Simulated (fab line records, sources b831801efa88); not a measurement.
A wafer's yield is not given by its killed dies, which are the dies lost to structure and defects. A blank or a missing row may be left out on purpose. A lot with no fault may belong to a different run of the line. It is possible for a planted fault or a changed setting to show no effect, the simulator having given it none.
Which of the tools did it? -- flow sky130 -- 7 lots, 21 wafers sampled, at 2 steps of a route of 708

== WHAT THE GAUGES READ, wafer by wafer ==
SKY_SONOS_ONO_THK_MEAS_01.
lot,measured,on,SONOS_ONO_OXIDATION_THK (nm)
L958,day 12 01:17,filmMetro-01,2.51 2.60 2.59
L962,day 13 12:06,filmMetro-02,2.53 2.61 2.61
L965,day 14 18:59,filmMetro-03,2.61 2.61 2.56
L967,day 15 10:13,filmMetro-02,2.63 2.65 2.70
L969,day 16 04:37,filmMetro-01,4.11 4.26 4.19
L976,day 18 14:53,filmMetro-03,4.27 4.32 4.43
L980,day 19 20:30,filmMetro-01,2.65 2.68 2.59

== TOOL THAT RAN EACH LOT (tool first, then ch and the chambers of the sampled wafers, then the start) ==
lot,SKY_SONOS_ONO_OXIDATION_00
L958,"furnace-01 ch 0, day 11 23:56"
L962,"furnace-02 ch 0, day 13 10:45"
L965,"furnace-02 ch 0, day 14 17:38"
L967,"furnace-01 ch 0, day 15 08:50"
L969,"furnace-02 ch 0, day 16 00:24"
L976,"furnace-02 ch 0, day 18 11:00"
L980,"furnace-01 ch 0, day 19 19:08"
- SKY_SONOS_ONO_OXIDATION_00: stabilise 600 s, purge 300 s, target thk 2.6 nm.

== THE ANSWER, worked out from the rows above alone ==
Rule: usual is defined by the lots themselves. The widest of any qualifying gaps counts: lots, ordered by their means at a reading, are off when they make up no more than a third of the lots, leave a main group of 4 or more, and stand apart from it by 3 or more times the standard deviation of that group's means. A main group is skipped when, at the precision printed for the reading in the tables above, its means are all equal. Also off: a lot with no number at a reading for which 4 or more lots have one. Where the step has rows for the other lots, those lots are counted as sound.
Off: L969, L976, at SKY_SONOS_ONO_THK_MEAS_01 (SONOS_ONO_OXIDATION_THK). Mean 2.61 nm and standard deviation 0.035 in the main group.
If a tool, at a process step before that reading, ran all the lots that are off and no sound lot after the first of them, it fits. Gauges at SKY_SONOS_ONO_THK_MEAS_01: tried the same way as those tools. One fits: furnace-02 at SKY_SONOS_ONO_OXIDATION_00. Its last sound lot is L965 (day 14 17:38), its first lot that is off L969 (day 16 00:24): a fault that began between those two fits.

== WHAT THE SIMULATOR PUT IN ==
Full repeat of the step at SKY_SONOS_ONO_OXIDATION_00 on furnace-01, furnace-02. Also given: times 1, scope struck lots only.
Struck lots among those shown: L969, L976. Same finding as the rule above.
